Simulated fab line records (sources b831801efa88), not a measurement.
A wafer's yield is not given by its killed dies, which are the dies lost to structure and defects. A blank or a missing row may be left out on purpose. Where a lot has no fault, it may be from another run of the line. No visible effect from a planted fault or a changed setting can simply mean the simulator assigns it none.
fab line records :: flow gf180mcu
record
  lots=13
  wafers=39
  last-day=34
route steps=602 shown M4@471 MIM@505 M5@530 V5@555
lots untouched by any fault: they come from a run of this same line in which no faults occurred
start-h: hours from the record's first day to the start of the lot's first wafer shown :: wait-h: hours since the lot's step before :: " repeats the value in the row above :: L1.1+2: one row covering several wafers at once :: - no value, or no start was given :: * or withheld: withheld :: < > ~ a bound
route shown NAME@n: NAME is a module with steps in the file, n the number in the route of the first one :: usual: mean and standard deviation over wafers with no fault :: same: alike in all rows :: chamber/n: place in a boat :: sites: readings site by site :: _std_site: the values' standard deviation :: _edge_site: inner sites' mean taken away from outer sites' mean :: radius-mm: how far each site lies from the wafer's centre :: mask NAME#n: copy n :: behind: the tool/chamber that last shaped the wafer :: hold: why the lot was held/for how many hours/how that ended :: device: the n, p or np transistor that did not switch :: end of line: tests of these same wafers at the route's end :: step lacking rows: just its recipe :: killed: dies that structure and defects cost at the first sort, which is not the same as the wafer's yield :: map: the dies of a wafer, with x for killed, . for not killed, _ for no die there
set.NAME: the setting the step ran with; set.NAME@STEP: the setting that earlier step ran with :: model.NAME: the simulator's own value behind a step, which no gauge read
one table for each step of the route and one row for each wafer, over a sample of lots
services: the hour from which a tool's chamber was out of use, counted from the record's first day as start-h (under 0 if before that day), plus the number of hours and why
## steps
# step GF_M4_OVL_MEAS_15
# usual
  M4_OVL=3/5.7
lot.wafer: L552.2
tool: overlay-02
chamber: -
start-h: 544.56
wait-h: 0.1
M4_OVL[nm]: 1

lot.wafer: L552.4
tool: overlay-02
chamber: -
start-h: 544.56
wait-h: 0.1
M4_OVL[nm]: 5

lot.wafer: L552.5
tool: overlay-02
chamber: -
start-h: 544.56
wait-h: 0.1
M4_OVL[nm]: 10

lot.wafer: L553.2
tool: overlay-01
chamber: -
start-h: 544.91
wait-h: 0.1
M4_OVL[nm]: 0

lot.wafer: L553.5
tool: overlay-01
chamber: -
start-h: 544.91
wait-h: 0.1
M4_OVL[nm]: 6

lot.wafer: L553.6
tool: overlay-01
chamber: -
start-h: 544.91
wait-h: 0.1
M4_OVL[nm]: -6

lot.wafer: L554.2
tool: overlay-01
chamber: -
start-h: 551.59
wait-h: 0.1
M4_OVL[nm]: -3

lot.wafer: L554.3
tool: overlay-01
chamber: -
start-h: 551.59
wait-h: 0.1
M4_OVL[nm]: -10

lot.wafer: L554.6
tool: overlay-01
chamber: -
start-h: 551.59
wait-h: 0.1
M4_OVL[nm]: -6

lot.wafer: L555.2
tool: overlay-01
chamber: -
start-h: 561.77
wait-h: 0.1
M4_OVL[nm]: 13

lot.wafer: L555.5
tool: overlay-01
chamber: -
start-h: 561.77
wait-h: 0.1
M4_OVL[nm]: 3

lot.wafer: L555.6
tool: overlay-01
chamber: -
start-h: 561.77
wait-h: 0.1
M4_OVL[nm]: 0

lot.wafer: L558.3
tool: overlay-01
chamber: -
start-h: 622.28
wait-h: 0.1
M4_OVL[nm]: 3

lot.wafer: L558.4
tool: overlay-01
chamber: -
start-h: 622.28
wait-h: 0.1
M4_OVL[nm]: 7

lot.wafer: L558.5
tool: overlay-01
chamber: -
start-h: 622.28
wait-h: 0.1
M4_OVL[nm]: 5

lot.wafer: L560.2
tool: overlay-02
chamber: -
start-h: 624.96
wait-h: 0.1
M4_OVL[nm]: 5

lot.wafer: L560.3
tool: overlay-02
chamber: -
start-h: 624.96
wait-h: 0.1
M4_OVL[nm]: -1

lot.wafer: L560.4
tool: overlay-02
chamber: -
start-h: 624.96
wait-h: 0.1
M4_OVL[nm]: 4

lot.wafer: L559.1
tool: overlay-02
chamber: -
start-h: 626.04
wait-h: 0.1
M4_OVL[nm]: 4

lot.wafer: L559.2
tool: overlay-02
chamber: -
start-h: 626.04
wait-h: 0.1
M4_OVL[nm]: -2

lot.wafer: L559.5
tool: overlay-02
chamber: -
start-h: 626.04
wait-h: 0.1
M4_OVL[nm]: 0

lot.wafer: L561.1
tool: overlay-02
chamber: -
start-h: 629.10
wait-h: 0.1
M4_OVL[nm]: 7

lot.wafer: L561.2
tool: overlay-02
chamber: -
start-h: 629.10
wait-h: 0.1
M4_OVL[nm]: 0

lot.wafer: L561.6
tool: overlay-02
chamber: -
start-h: 629.10
wait-h: 0.1
M4_OVL[nm]: -3

lot.wafer: L563.1
tool: overlay-01
chamber: -
start-h: 642.59
wait-h: 0.1
M4_OVL[nm]: 1

lot.wafer: L563.2
tool: overlay-01
chamber: -
start-h: 642.59
wait-h: 0.1
M4_OVL[nm]: -1

lot.wafer: L563.5
tool: overlay-01
chamber: -
start-h: 642.59
wait-h: 0.1
M4_OVL[nm]: -2

lot.wafer: L566.1
tool: overlay-02
chamber: -
start-h: 665.95
wait-h: 0.1
M4_OVL[nm]: 11

lot.wafer: L566.3
tool: overlay-02
chamber: -
start-h: 665.95
wait-h: 0.1
M4_OVL[nm]: 8

lot.wafer: L566.4
tool: overlay-02
chamber: -
start-h: 665.95
wait-h: 0.1
M4_OVL[nm]: 12

lot.wafer: L568.1
tool: overlay-02
chamber: -
start-h: 685.25
wait-h: 0.1
M4_OVL[nm]: 12

lot.wafer: L568.2
tool: overlay-02
chamber: -
start-h: 685.25
wait-h: 0.1
M4_OVL[nm]: 0

lot.wafer: L568.5
tool: overlay-02
chamber: -
start-h: 685.25
wait-h: 0.1
M4_OVL[nm]: 7

lot.wafer: L569.2
tool: overlay-02
chamber: -
start-h: 698.46
wait-h: 0.1
M4_OVL[nm]: 4

lot.wafer: L569.5
tool: overlay-02
chamber: -
start-h: 698.46
wait-h: 0.1
M4_OVL[nm]: 0

lot.wafer: L569.6
tool: overlay-02
chamber: -
start-h: 698.46
wait-h: 0.1
M4_OVL[nm]: 2

lot.wafer: L572.2
tool: overlay-01
chamber: -
start-h: 715.79
wait-h: 0.1
M4_OVL[nm]: 7

lot.wafer: L572.5
tool: overlay-01
chamber: -
start-h: 715.79
wait-h: 0.1
M4_OVL[nm]: 4

lot.wafer: L572.6
tool: overlay-01
chamber: -
start-h: 715.79
wait-h: 0.1
M4_OVL[nm]: 10
# step GF_MIM_SPUTTER_02
# recipe
  material=AlCu
  target-thk-nm=450
  power-w=10600
  time-s=23.9
  chamber-pressure-pa=0.4
# usual
  throttle-valve-pct=29.8/0.66
lot.wafer: L552.2
tool: pvd-sputter-01
chamber: -
start-h: 569.53
wait-h: 0.0
throttle-valve-pct: 30.2

lot.wafer: L552.4
tool: pvd-sputter-01
chamber: -
start-h: 569.53
wait-h: 0.0
throttle-valve-pct: 29.4

lot.wafer: L552.5
tool: pvd-sputter-01
chamber: -
start-h: 569.53
wait-h: 0.0
throttle-valve-pct: 28.5

lot.wafer: L553.2
tool: pvd-sputter-02
chamber: -
start-h: 570.37
wait-h: 0.0
throttle-valve-pct: 29.4

lot.wafer: L553.5
tool: pvd-sputter-02
chamber: -
start-h: 570.37
wait-h: 0.0
throttle-valve-pct: 29.5

lot.wafer: L553.6
tool: pvd-sputter-02
chamber: -
start-h: 570.37
wait-h: 0.0
throttle-valve-pct: 29.4

lot.wafer: L554.2
tool: pvd-sputter-02
chamber: -
start-h: 576.28
wait-h: 0.0
throttle-valve-pct: 30.5

lot.wafer: L554.3
tool: pvd-sputter-02
chamber: -
start-h: 576.28
wait-h: 0.0
throttle-valve-pct: 29.5

lot.wafer: L554.6
tool: pvd-sputter-02
chamber: -
start-h: 576.28
wait-h: 0.0
throttle-valve-pct: 29.6

lot.wafer: L555.2
tool: pvd-sputter-04
chamber: -
start-h: 586.06
wait-h: 0.0
throttle-valve-pct: 29.8

lot.wafer: L555.5
tool: pvd-sputter-04
chamber: -
start-h: 586.06
wait-h: 0.0
throttle-valve-pct: 30.5

lot.wafer: L555.6
tool: pvd-sputter-04
chamber: -
start-h: 586.06
wait-h: 0.0
throttle-valve-pct: 29.6

lot.wafer: L558.3
tool: pvd-sputter-01
chamber: -
start-h: 644.91
wait-h: 0.0
throttle-valve-pct: 28.4

lot.wafer: L558.4
tool: pvd-sputter-01
chamber: -
start-h: 644.91
wait-h: 0.0
throttle-valve-pct: 29.7

lot.wafer: L558.5
tool: pvd-sputter-01
chamber: -
start-h: 644.91
wait-h: 0.0
throttle-valve-pct: 29.9

lot.wafer: L560.2
tool: pvd-sputter-04
chamber: -
start-h: 647.75
wait-h: 0.0
throttle-valve-pct: 29.7

lot.wafer: L560.3
tool: pvd-sputter-04
chamber: -
start-h: 647.75
wait-h: 0.0
throttle-valve-pct: 30.9

lot.wafer: L560.4
tool: pvd-sputter-04
chamber: -
start-h: 647.75
wait-h: 0.0
throttle-valve-pct: 30.3

lot.wafer: L559.1
tool: pvd-sputter-02
chamber: -
start-h: 649.31
wait-h: 0.0
throttle-valve-pct: 29.9

lot.wafer: L559.2
tool: pvd-sputter-02
chamber: -
start-h: 649.31
wait-h: 0.0
throttle-valve-pct: 29.3

lot.wafer: L559.5
tool: pvd-sputter-02
chamber: -
start-h: 649.31
wait-h: 0.0
throttle-valve-pct: 29.6

lot.wafer: L561.1
tool: pvd-sputter-02
chamber: -
start-h: 651.72
wait-h: 0.0
throttle-valve-pct: 30.5

lot.wafer: L561.2
tool: pvd-sputter-02
chamber: -
start-h: 651.72
wait-h: 0.0
throttle-valve-pct: 29.3

lot.wafer: L561.6
tool: pvd-sputter-02
chamber: -
start-h: 651.72
wait-h: 0.0
throttle-valve-pct: 29.3

lot.wafer: L563.1
tool: pvd-sputter-02
chamber: -
start-h: 664.32
wait-h: 0.0
throttle-valve-pct: 30.6

lot.wafer: L563.2
tool: pvd-sputter-02
chamber: -
start-h: 664.32
wait-h: 0.0
throttle-valve-pct: 29.7

lot.wafer: L563.5
tool: pvd-sputter-02
chamber: -
start-h: 664.32
wait-h: 0.0
throttle-valve-pct: 29.5

lot.wafer: L566.1
tool: pvd-sputter-04
chamber: -
start-h: 687.32
wait-h: 0.0
throttle-valve-pct: 29.4

lot.wafer: L566.3
tool: pvd-sputter-04
chamber: -
start-h: 687.32
wait-h: 0.0
throttle-valve-pct: 30.6

lot.wafer: L566.4
tool: pvd-sputter-04
chamber: -
start-h: 687.32
wait-h: 0.0
throttle-valve-pct: 30.5

lot.wafer: L568.1
tool: pvd-sputter-04
chamber: -
start-h: 707.01
wait-h: 0.0
throttle-valve-pct: 30.3

lot.wafer: L568.2
tool: pvd-sputter-04
chamber: -
start-h: 707.01
wait-h: 0.0
throttle-valve-pct: 31.1

lot.wafer: L568.5
tool: pvd-sputter-04
chamber: -
start-h: 707.01
wait-h: 0.0
throttle-valve-pct: 30.7

lot.wafer: L569.2
tool: pvd-sputter-01
chamber: -
start-h: 718.67
wait-h: 0.0
throttle-valve-pct: 28.8

lot.wafer: L569.5
tool: pvd-sputter-01
chamber: -
start-h: 718.67
wait-h: 0.0
throttle-valve-pct: 28.8

lot.wafer: L569.6
tool: pvd-sputter-01
chamber: -
start-h: 718.67
wait-h: 0.0
throttle-valve-pct: 29.8

lot.wafer: L572.2
tool: pvd-sputter-02
chamber: -
start-h: 736.46
wait-h: 0.0
throttle-valve-pct: 29.1

lot.wafer: L572.5
tool: pvd-sputter-02
chamber: -
start-h: 736.46
wait-h: 0.0
throttle-valve-pct: 30.6

lot.wafer: L572.6
tool: pvd-sputter-02
chamber: -
start-h: 736.46
wait-h: 0.0
throttle-valve-pct: 29.8
# step GF_M5_EXPOSE_04
# recipe
  mask-id=Metal5
  target-cd-nm=280
  na=0.68
  source-shape=conventional
  sigma-outer=0.6
  dose-mj=28
lot.wafer: L552.2+4+5
tool: krf-scanner-02
chamber: 0
start-h: 601.28
wait-h: -
mask: Metal5#0

lot.wafer: L553.2+5+6
tool: krf-scanner-01
chamber: 0
start-h: 602.51
wait-h: -
mask: Metal5#0

lot.wafer: L554.2+3+6
tool: krf-scanner-01
chamber: 0
start-h: 608.05
wait-h: -
mask: Metal5#0

lot.wafer: L555.2+5+6
tool: krf-scanner-01
chamber: 0
start-h: 617.15
wait-h: -
mask: Metal5#0

lot.wafer: L558.3+4+5
tool: krf-scanner-02
chamber: 0
start-h: 674.73
wait-h: -
mask: Metal5#0

lot.wafer: L560.2+3+4
tool: krf-scanner-01
chamber: 0
start-h: 675.96
wait-h: -
mask: Metal5#0

lot.wafer: L559.1+2+5
tool: krf-scanner-02
chamber: 0
start-h: 678.11
wait-h: -
mask: Metal5#0

lot.wafer: L561.1+2+6
tool: krf-scanner-01
chamber: 0
start-h: 680.44
wait-h: -
mask: Metal5#0

lot.wafer: L563.1+2+5
tool: krf-scanner-02
chamber: 0
start-h: 692.21
wait-h: -
mask: Metal5#0

lot.wafer: L566.1+3+4
tool: krf-scanner-02
chamber: 0
start-h: 715.06
wait-h: -
mask: Metal5#0

lot.wafer: L568.1+2+5
tool: krf-scanner-02
chamber: 0
start-h: 734.86
wait-h: -
mask: Metal5#0

lot.wafer: L569.2+5+6
tool: krf-scanner-02
chamber: 0
start-h: 745.90
wait-h: -
mask: Metal5#0

lot.wafer: L572.2+5+6
tool: krf-scanner-01
chamber: 0
start-h: 763.08
wait-h: -
mask: Metal5#0
# step GF_M5_OVL_MEAS_08
# usual
  M5_OVL=3/5.8
lot.wafer: L552.2
tool: overlay-02
chamber: -
start-h: 611.09
wait-h: 0.1
hold: -
M5_OVL[nm]: -6

lot.wafer: L552.4
tool: overlay-02
chamber: -
start-h: 611.09
wait-h: 0.1
hold: -
M5_OVL[nm]: -10

lot.wafer: L552.5
tool: overlay-02
chamber: -
start-h: 611.09
wait-h: 0.1
hold: -
M5_OVL[nm]: -6

lot.wafer: L553.2
tool: overlay-02
chamber: -
start-h: 612.06
wait-h: 0.1
hold: -
M5_OVL[nm]: 4

lot.wafer: L553.5
tool: overlay-02
chamber: -
start-h: 612.06
wait-h: 0.1
hold: -
M5_OVL[nm]: 8

lot.wafer: L553.6
tool: overlay-02
chamber: -
start-h: 612.06
wait-h: 0.1
hold: -
M5_OVL[nm]: 17

lot.wafer: L554.2
tool: overlay-01
chamber: -
start-h: 618.24
wait-h: 0.1
hold: -
M5_OVL[nm]: 8

lot.wafer: L554.3
tool: overlay-01
chamber: -
start-h: 618.24
wait-h: 0.1
hold: -
M5_OVL[nm]: 10

lot.wafer: L554.6
tool: overlay-01
chamber: -
start-h: 618.24
wait-h: 0.1
hold: -
M5_OVL[nm]: 7

lot.wafer: L555.2
tool: overlay-01
chamber: -
start-h: 626.81
wait-h: 0.1
hold: -
M5_OVL[nm]: 6

lot.wafer: L555.5
tool: overlay-01
chamber: -
start-h: 626.81
wait-h: 0.1
hold: -
M5_OVL[nm]: 9

lot.wafer: L555.6
tool: overlay-01
chamber: -
start-h: 626.81
wait-h: 0.1
hold: -
M5_OVL[nm]: 9

lot.wafer: L558.3
tool: overlay-01
chamber: -
start-h: 683.81
wait-h: 0.1
hold: -
M5_OVL[nm]: -3

lot.wafer: L558.4
tool: overlay-01
chamber: -
start-h: 683.81
wait-h: 0.1
hold: -
M5_OVL[nm]: -2

lot.wafer: L558.5
tool: overlay-01
chamber: -
start-h: 683.81
wait-h: 0.1
hold: -
M5_OVL[nm]: -5

lot.wafer: L560.2
tool: overlay-02
chamber: -
start-h: 684.94
wait-h: 0.1
hold: -
M5_OVL[nm]: 3

lot.wafer: L560.3
tool: overlay-02
chamber: -
start-h: 684.94
wait-h: 0.1
hold: -
M5_OVL[nm]: 6

lot.wafer: L560.4
tool: overlay-02
chamber: -
start-h: 684.94
wait-h: 0.1
hold: -
M5_OVL[nm]: 3

lot.wafer: L559.1
tool: overlay-01
chamber: -
start-h: 686.84
wait-h: 0.1
hold: -
M5_OVL[nm]: 1

lot.wafer: L559.2
tool: overlay-01
chamber: -
start-h: 686.84
wait-h: 0.1
hold: -
M5_OVL[nm]: 8

lot.wafer: L559.5
tool: overlay-01
chamber: -
start-h: 686.84
wait-h: 0.1
hold: -
M5_OVL[nm]: 5

lot.wafer: L561.1
tool: overlay-01
chamber: -
start-h: 689.14
wait-h: 0.1
hold: -
M5_OVL[nm]: 4

lot.wafer: L561.2
tool: overlay-01
chamber: -
start-h: 689.14
wait-h: 0.1
hold: -
M5_OVL[nm]: 8

lot.wafer: L561.6
tool: overlay-01
chamber: -
start-h: 689.14
wait-h: 0.1
hold: -
M5_OVL[nm]: 4

lot.wafer: L563.1
tool: overlay-02
chamber: -
start-h: 701.64
wait-h: 0.1
hold: await-dispo/0.2h/release
M5_OVL[nm]: 24

lot.wafer: L563.2
tool: overlay-02
chamber: -
start-h: 701.64
wait-h: 0.1
hold: await-dispo/0.2h/release
M5_OVL[nm]: 25

lot.wafer: L563.5
tool: overlay-02
chamber: -
start-h: 701.64
wait-h: 0.1
hold: await-dispo/0.2h/release
M5_OVL[nm]: 25

lot.wafer: L563.1
tool: overlay-02
chamber: -
start-h: 701.84
wait-h: 0.2
hold: -
M5_OVL[nm]: 21

lot.wafer: L563.2
tool: overlay-02
chamber: -
start-h: 701.84
wait-h: 0.2
hold: -
M5_OVL[nm]: 23

lot.wafer: L563.5
tool: overlay-02
chamber: -
start-h: 701.84
wait-h: 0.2
hold: -
M5_OVL[nm]: 22

lot.wafer: L566.1
tool: overlay-01
chamber: -
start-h: 724.09
wait-h: 0.1
hold: await-dispo/0.2h/release
M5_OVL[nm]: 26

lot.wafer: L566.3
tool: overlay-01
chamber: -
start-h: 724.09
wait-h: 0.1
hold: await-dispo/0.2h/release
M5_OVL[nm]: 27

lot.wafer: L566.4
tool: overlay-01
chamber: -
start-h: 724.09
wait-h: 0.1
hold: await-dispo/0.2h/release
M5_OVL[nm]: 31

lot.wafer: L566.1
tool: overlay-01
chamber: -
start-h: 724.29
wait-h: 0.2
hold: -
M5_OVL[nm]: 23

lot.wafer: L566.3
tool: overlay-01
chamber: -
start-h: 724.29
wait-h: 0.2
hold: -
M5_OVL[nm]: 24

lot.wafer: L566.4
tool: overlay-01
chamber: -
start-h: 724.29
wait-h: 0.2
hold: -
M5_OVL[nm]: 29

lot.wafer: L568.1
tool: overlay-01
chamber: -
start-h: 744.10
wait-h: 0.1
hold: await-dispo/0.2h/release
M5_OVL[nm]: 24

lot.wafer: L568.2
tool: overlay-01
chamber: -
start-h: 744.10
wait-h: 0.1
hold: await-dispo/0.2h/release
M5_OVL[nm]: 25

lot.wafer: L568.5
tool: overlay-01
chamber: -
start-h: 744.10
wait-h: 0.1
hold: await-dispo/0.2h/release
M5_OVL[nm]: 30

lot.wafer: L568.1
tool: overlay-01
chamber: -
start-h: 744.30
wait-h: 0.2
hold: -
M5_OVL[nm]: 22

lot.wafer: L568.2
tool: overlay-01
chamber: -
start-h: 744.30
wait-h: 0.2
hold: -
M5_OVL[nm]: 22

lot.wafer: L568.5
tool: overlay-01
chamber: -
start-h: 744.30
wait-h: 0.2
hold: -
M5_OVL[nm]: 27

lot.wafer: L569.2
tool: overlay-01
chamber: -
start-h: 754.24
wait-h: 0.1
hold: await-dispo/0.2h/release
M5_OVL[nm]: 26

lot.wafer: L569.5
tool: overlay-01
chamber: -
start-h: 754.24
wait-h: 0.1
hold: await-dispo/0.2h/release
M5_OVL[nm]: 34

lot.wafer: L569.6
tool: overlay-01
chamber: -
start-h: 754.24
wait-h: 0.1
hold: await-dispo/0.2h/release
M5_OVL[nm]: 29

lot.wafer: L569.2
tool: overlay-01
chamber: -
start-h: 754.45
wait-h: 0.2
hold: -
M5_OVL[nm]: 24

lot.wafer: L569.5
tool: overlay-01
chamber: -
start-h: 754.45
wait-h: 0.2
hold: -
M5_OVL[nm]: 32

lot.wafer: L569.6
tool: overlay-01
chamber: -
start-h: 754.45
wait-h: 0.2
hold: -
M5_OVL[nm]: 27

lot.wafer: L572.2
tool: overlay-02
chamber: -
start-h: 770.96
wait-h: 0.1
hold: -
M5_OVL[nm]: -2

lot.wafer: L572.5
tool: overlay-02
chamber: -
start-h: 770.96
wait-h: 0.1
hold: -
M5_OVL[nm]: -2

lot.wafer: L572.6
tool: overlay-02
chamber: -
start-h: 770.96
wait-h: 0.1
hold: -
M5_OVL[nm]: 7
# step GF_V5_OVL_MEAS_15
# usual
  V5_OVL=0/5.2
lot.wafer: L552.2
tool: overlay-02
chamber: -
start-h: 632.46
wait-h: 0.1
V5_OVL[nm]: -3

lot.wafer: L552.4
tool: overlay-02
chamber: -
start-h: 632.46
wait-h: 0.1
V5_OVL[nm]: 3

lot.wafer: L552.5
tool: overlay-02
chamber: -
start-h: 632.46
wait-h: 0.1
V5_OVL[nm]: 3

lot.wafer: L553.2
tool: overlay-01
chamber: -
start-h: 633.56
wait-h: 0.1
V5_OVL[nm]: -8

lot.wafer: L553.5
tool: overlay-01
chamber: -
start-h: 633.56
wait-h: 0.1
V5_OVL[nm]: -9

lot.wafer: L553.6
tool: overlay-01
chamber: -
start-h: 633.56
wait-h: 0.1
V5_OVL[nm]: 0

lot.wafer: L554.2
tool: overlay-02
chamber: -
start-h: 640.12
wait-h: 0.1
V5_OVL[nm]: 2

lot.wafer: L554.3
tool: overlay-02
chamber: -
start-h: 640.12
wait-h: 0.1
V5_OVL[nm]: -5

lot.wafer: L554.6
tool: overlay-02
chamber: -
start-h: 640.12
wait-h: 0.1
V5_OVL[nm]: -5

lot.wafer: L555.2
tool: overlay-01
chamber: -
start-h: 648.77
wait-h: 0.1
V5_OVL[nm]: 6

lot.wafer: L555.5
tool: overlay-01
chamber: -
start-h: 648.77
wait-h: 0.1
V5_OVL[nm]: 0

lot.wafer: L555.6
tool: overlay-01
chamber: -
start-h: 648.77
wait-h: 0.1
V5_OVL[nm]: 3

lot.wafer: L558.3
tool: overlay-02
chamber: -
start-h: 704.25
wait-h: 0.1
V5_OVL[nm]: -7

lot.wafer: L558.4
tool: overlay-02
chamber: -
start-h: 704.25
wait-h: 0.1
V5_OVL[nm]: -1

lot.wafer: L558.5
tool: overlay-02
chamber: -
start-h: 704.25
wait-h: 0.1
V5_OVL[nm]: 4

lot.wafer: L560.2
tool: overlay-01
chamber: -
start-h: 704.76
wait-h: 0.1
V5_OVL[nm]: 0

lot.wafer: L560.3
tool: overlay-01
chamber: -
start-h: 704.76
wait-h: 0.1
V5_OVL[nm]: -4

lot.wafer: L560.4
tool: overlay-01
chamber: -
start-h: 704.76
wait-h: 0.1
V5_OVL[nm]: 4

lot.wafer: L559.1
tool: overlay-01
chamber: -
start-h: 707.29
wait-h: 0.1
V5_OVL[nm]: -5

lot.wafer: L559.2
tool: overlay-01
chamber: -
start-h: 707.29
wait-h: 0.1
V5_OVL[nm]: -3

lot.wafer: L559.5
tool: overlay-01
chamber: -
start-h: 707.29
wait-h: 0.1
V5_OVL[nm]: 1

lot.wafer: L561.1
tool: overlay-01
chamber: -
start-h: 708.54
wait-h: 0.1
V5_OVL[nm]: -9

lot.wafer: L561.2
tool: overlay-01
chamber: -
start-h: 708.54
wait-h: 0.1
V5_OVL[nm]: -4

lot.wafer: L561.6
tool: overlay-01
chamber: -
start-h: 708.54
wait-h: 0.1
V5_OVL[nm]: -2

lot.wafer: L563.1
tool: overlay-01
chamber: -
start-h: 720.19
wait-h: 0.1
V5_OVL[nm]: 9

lot.wafer: L563.2
tool: overlay-01
chamber: -
start-h: 720.19
wait-h: 0.1
V5_OVL[nm]: 4

lot.wafer: L563.5
tool: overlay-01
chamber: -
start-h: 720.19
wait-h: 0.1
V5_OVL[nm]: 8

lot.wafer: L566.1
tool: overlay-01
chamber: -
start-h: 743.59
wait-h: 0.1
V5_OVL[nm]: 3

lot.wafer: L566.3
tool: overlay-01
chamber: -
start-h: 743.59
wait-h: 0.1
V5_OVL[nm]: 6

lot.wafer: L566.4
tool: overlay-01
chamber: -
start-h: 743.59
wait-h: 0.1
V5_OVL[nm]: 0

lot.wafer: L568.1
tool: overlay-02
chamber: -
start-h: 761.64
wait-h: 0.1
V5_OVL[nm]: 4

lot.wafer: L568.2
tool: overlay-02
chamber: -
start-h: 761.64
wait-h: 0.1
V5_OVL[nm]: 4

lot.wafer: L568.5
tool: overlay-02
chamber: -
start-h: 761.64
wait-h: 0.1
V5_OVL[nm]: -1

lot.wafer: L569.2
tool: overlay-02
chamber: -
start-h: 771.91
wait-h: 0.1
V5_OVL[nm]: 7

lot.wafer: L569.5
tool: overlay-02
chamber: -
start-h: 771.91
wait-h: 0.1
V5_OVL[nm]: 8

lot.wafer: L569.6
tool: overlay-02
chamber: -
start-h: 771.91
wait-h: 0.1
V5_OVL[nm]: 7

lot.wafer: L572.2
tool: overlay-02
chamber: -
start-h: 788.31
wait-h: 0.1
V5_OVL[nm]: 0

lot.wafer: L572.5
tool: overlay-02
chamber: -
start-h: 788.31
wait-h: 0.1
V5_OVL[nm]: -7

lot.wafer: L572.6
tool: overlay-02
chamber: -
start-h: 788.31
wait-h: 0.1
V5_OVL[nm]: 3
## services
tool: pvd-sputter-01
chamber: -
start-h: 553.23
hours: 11.6
kind: repair

tool: krf-scanner-01
chamber: -
start-h: 577.37
hours: 0.8
kind: pm

tool: krf-scanner-02
chamber: -
start-h: 589.49
hours: 1.3
kind: pm

tool: pvd-sputter-02
chamber: -
start-h: 592.84
hours: 4.5
kind: repair

tool: pvd-sputter-02
chamber: 3
start-h: 604.75
hours: -
kind: consumable-replace:kit

tool: pvd-sputter-02
chamber: 3
start-h: 604.75
hours: 18.0
kind: scheduled-down

tool: pvd-sputter-02
chamber: 3
start-h: 604.75
hours: 18.0
kind: vent-cycle

tool: krf-scanner-02
chamber: -
start-h: 610.73
hours: 0.8
kind: pm

tool: krf-scanner-02
chamber: 0
start-h: 636.44
hours: -
kind: calibration

tool: pvd-sputter-02
chamber: -
start-h: 644.05
hours: 0.9
kind: repair

tool: krf-scanner-01
chamber: -
start-h: 649.01
hours: 1.0
kind: pm

tool: krf-scanner-02
chamber: -
start-h: 667.09
hours: 3.6
kind: pm

tool: krf-scanner-02
chamber: -
start-h: 678.85
hours: 4.0
kind: pm

tool: krf-scanner-01
chamber: 0
start-h: 701.65
hours: -
kind: calibration

tool: krf-scanner-02
chamber: -
start-h: 706.64
hours: 1.0
kind: pm

tool: pvd-sputter-01
chamber: -
start-h: 708.75
hours: 1.3
kind: repair

tool: pvd-sputter-01
chamber: -
start-h: 710.90
hours: 3.5
kind: repair

tool: krf-scanner-01
chamber: -
start-h: 720.23
hours: 1.3
kind: pm

tool: krf-scanner-01
chamber: -
start-h: 736.79
hours: 17.5
kind: repair

tool: pvd-sputter-04
chamber: -
start-h: 747.17
hours: 0.8
kind: repair

tool: pvd-sputter-02
chamber: 2
start-h: 747.34
hours: -
kind: consumable-replace:kit

tool: pvd-sputter-02
chamber: 2
start-h: 747.34
hours: 18.0
kind: scheduled-down

tool: krf-scanner-01
chamber: -
start-h: 754.25
hours: 0.8
kind: pm

tool: pvd-sputter-02
chamber: -
start-h: 758.52
hours: 52.7
kind: repair
## key
first-sign
  step=GF_M5_OVL_MEAS_08
  reading=visit
  direction=added
effect
  step=GF_M5_OVL_MEAS_08
  reading=M5_OVL
  direction=up
  sigmas=4.2
  usual=3
  struck=27
met-at GF_M5_EXPOSE_04
struck-lots L563,L566,L568,L569
not-acting-at GF_M4_OVL_MEAS_15,GF_MIM_SPUTTER_02,GF_V5_OVL_MEAS_15
onset-between 678.11 692.21
fault
  kind=scanner-matching-overlay
  tool=krf-scanner-02
  chamber=-
  onset-h=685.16
  steps=GF_M5_EXPOSE_04
  offset=27.406
